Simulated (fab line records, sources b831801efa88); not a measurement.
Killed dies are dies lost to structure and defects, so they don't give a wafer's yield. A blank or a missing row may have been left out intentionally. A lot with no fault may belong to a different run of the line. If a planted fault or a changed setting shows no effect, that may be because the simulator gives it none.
2 desks, one fault	flow gf180mcu	numbers are kept per desk, each desk with only its own; the story behind them comes last

== THE METROLOGY DESK ==
What the gauges read for every lot (on any tool): the sampled wafers with a number, averaged. Marked OUT: a lot whose mean sits more than 4 standard deviations from the usual mean, which makes it out of limits; the brackets give that distance.
Columns: A = PASSIVATION_CVD_02_THK at GF_PASSIVATION_THK_MEAS_03, usual 696 nm
lot	first seen here	A
L906	day 28 06:27	697
L907	day 28 16:56	684
L908	day 28 22:31	704
L910	day 29 12:20	694
L911	day 29 19:57	698
L912	day 30 02:40	704
L913	day 30 16:59	700
L914	day 30 20:18	708
L917	day 31 16:32	706
L918	day 31 19:11	697
L919	day 32 01:29	695
L921	day 32 16:03	689
Finding of this desk: none of the 12 lots has anything out of limits.

== DESK OF THE TOOL OWNER: plasma asher-02 ==
The tool's own readings at GF_M4_STRIP_17 (strips in O2/N2): means of the sampled wafers that have a number, for each lot that ran on this tool. Marked OUT: a lot whose mean sits more than 4 standard deviations from the usual mean, which makes it out of limits; the brackets give that distance.
Columns: A = drypump motor current A at GF_M4_STRIP_17, usual 5.87 A; B = heater power w at GF_M4_STRIP_17, usual 341 W; C = oes product au at GF_M4_STRIP_17, usual 0.558 a.u.; D = strip time to endpoint s at GF_M4_STRIP_17, usual 7.89 s
lot	first seen here	A	B	C	D
L906	day 23 12:07	6.01	353	0.553	7.82
L907	day 24 02:15	5.91	341	0.561	7.94
L908	day 24 05:40	5.90	341	0.558	7.89
L911	day 25 07:15	5.90	345	0.560	7.93
L917	day 27 10:04	6.01	352	0.554	7.83
L918	day 27 12:45	6.02	355	0.561	7.90
L919	day 27 21:20	6.02	355	0.560	7.93
L921	day 28 13:28	6.01	346	0.558	7.87
Finding of this desk: none of the 8 lots has anything out of limits.

== TAKEN TOGETHER ==
From the metrology desk's view, nothing was out of limits.
The tool owner's desk saw nothing out of limits.

== WHAT THE SIMULATOR PUT IN ==
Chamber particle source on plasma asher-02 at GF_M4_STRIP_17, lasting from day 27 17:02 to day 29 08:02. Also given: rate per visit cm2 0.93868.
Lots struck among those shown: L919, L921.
